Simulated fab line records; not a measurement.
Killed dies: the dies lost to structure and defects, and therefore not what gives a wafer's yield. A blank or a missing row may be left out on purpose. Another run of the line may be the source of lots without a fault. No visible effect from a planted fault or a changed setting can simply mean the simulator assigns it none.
One fault seen from 2 desks | flow sfq-line | each desk holds nothing but its own numbers, with what lay behind them at the end

## AT THE METROLOGY DESK
What the gauges read for every lot (on any tool): the sampled wafers with a number, averaged. Marked OUT: a lot whose mean sits more than 4 standard deviations from the usual mean, which makes it out of limits; the brackets give that distance.
Columns: A = M1_NB_RS at SFQ_M1_RS_MEAS_909, usual 0.888 ohm/sq
lot  | first seen here | A
L869 | day 12 09:40    | 0.886
L870 | day 12 10:41    | 0.900
L872 | day 13 03:30    | 0.897
L873 | day 13 04:40    | 0.875
L876 | day 14 06:47    | 0.880
L877 | day 14 16:15    | 0.892
L878 | day 15 01:51    | 0.881
L879 | day 15 20:34    | 0.887
L881 | day 16 22:58    | 0.894
L887 | day 17 15:47    | 0.802 (-7.2) OUT
L890 | day 17 19:22    | 0.879
L891 | day 17 20:35    | 0.881
L892 | day 20 03:13    | 0.906
This desk's finding: out of limits on L887; first on L887, day 17 15:47 (M1_NB_RS at SFQ_M1_RS_MEAS_909). Within limits: L869, L870, L872, L873, L876, L877, L878, L879, L881, L890, L891, L892.

## THE TOOL OWNER'S DESK: pvd-sputter-06
The tool's own readings at SFQ_TRILAYER_M1_DEP_SPUTTER_037 (material Nb, target thk 200 nm, time 133.3 s): means of the sampled wafers that have a number, for each lot that ran on this tool. Marked OUT: a lot whose mean sits more than 4 standard deviations from the usual mean, which makes it out of limits; the brackets give that distance.
Columns: A = throttle-valve-pct at SFQ_TRILAYER_M1_DEP_SPUTTER_037, usual 30.1 %
lot  | first seen here | A
L870 | day 12 10:35    | 30.1
L873 | day 13 04:34    | 30.1
L877 | day 14 16:10    | 29.3
L878 | day 15 01:46    | 29.3
L879 | day 15 20:28    | 28.6
L881 | day 16 22:52    | 29.3
L887 | day 17 15:40    | 30.8
Finding of this desk: none of the 7 lots has anything out of limits.

## ALL TOGETHER
Metrology desk: alarm possible at day 17 15:47 on L887.
Nothing out of limits was seen by the tool owner's desk.
On record at the tool owner's desk: L887, within its limits.
SFQ_TRILAYER_M1_DEP_SPUTTER_037 was run on pvd-sputter-06 by each of the lots named.

## WHAT THE SIMULATOR HAD INSERTED
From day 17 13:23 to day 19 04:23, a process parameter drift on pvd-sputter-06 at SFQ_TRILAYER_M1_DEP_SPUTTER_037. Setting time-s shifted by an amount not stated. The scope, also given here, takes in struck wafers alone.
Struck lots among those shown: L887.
Hours from the fault's start to each desk's first reading out of limits: the metrology desk, 2.
